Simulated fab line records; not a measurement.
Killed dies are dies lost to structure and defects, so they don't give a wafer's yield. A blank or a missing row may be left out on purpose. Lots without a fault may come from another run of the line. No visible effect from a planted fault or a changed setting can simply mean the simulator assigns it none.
Which tool is to blame? :: flow sky130 :: 12 lots, 36 wafers sampled, at 1 step of a route of 708

WHAT THE GAUGES READ, wafer by wafer
SKY_VIA2_BOW_MEAS_03. Usual: for VIA2_BOW the level is 84 um and the standard deviation is 7.6.
lot: L832
measured: day 35 13:34
on: filmMetro-01
VIA2_BOW (um): 82 84 81
flag: 

lot: L834
measured: day 36 01:23
on: filmMetro-01
VIA2_BOW (um): 85 82 93
flag: 

lot: L833
measured: day 36 08:48
on: filmMetro-04
VIA2_BOW (um): 75 83 89
flag: 

lot: L835
measured: day 36 20:35
on: filmMetro-04
VIA2_BOW (um): 89 97 84
flag: 

lot: L836
measured: day 36 21:32
on: filmMetro-04
VIA2_BOW (um): 85 87 75
flag: 

lot: L838
measured: day 37 08:13
on: filmMetro-01
VIA2_BOW (um): 84 85 85
flag: 

lot: L839
measured: day 37 16:37
on: filmMetro-03
VIA2_BOW (um): 89 86 82
flag: 

lot: L844
measured: day 39 03:03
on: filmMetro-03
VIA2_BOW (um): 77 80 83
flag: 

lot: L847
measured: day 40 17:47
on: filmMetro-01
VIA2_BOW (um): 85 89 93
flag: 

lot: L849
measured: day 40 23:20
on: filmMetro-01
VIA2_BOW (um): 79 88 66
flag: 

lot: L850
measured: day 41 00:13
on: filmMetro-01
VIA2_BOW (um): 89 79 83
flag: 

lot: L852
measured: day 41 12:55
on: filmMetro-04
VIA2_BOW (um): 73 74 85
flag: 

TOOL THAT RAN EACH LOT (tool first, then ch and the chambers of the sampled wafers, then the start)
There is no process step in the record ahead of these readings.

WHAT THE TOOLS THEMSELVES READ (means of the sampled wafers that have a number; where no wafer has one, the mark that the record gives instead)
The record holds no such reading with a usual standard deviation.

THE ANSWER, worked out from the rows above alone
Rule: a lot counts as off when the mean over its wafers that have a number is more than 3 standard deviations away from the usual mean. A lot without any number at a reading at which 4 lots or more have one is off too. The other lots that the step has rows for count as sound. First the gauges in route order, then the tools' own readings, where a lot's mean is used as printed above. The first step at which some lot is off is used, and at that step the reading that is off furthest; a lot without a number counts as furthest.
No lot is off on any of the readings shown, so nothing can be concluded from this.

WHAT THE SIMULATOR HAD PUT IN
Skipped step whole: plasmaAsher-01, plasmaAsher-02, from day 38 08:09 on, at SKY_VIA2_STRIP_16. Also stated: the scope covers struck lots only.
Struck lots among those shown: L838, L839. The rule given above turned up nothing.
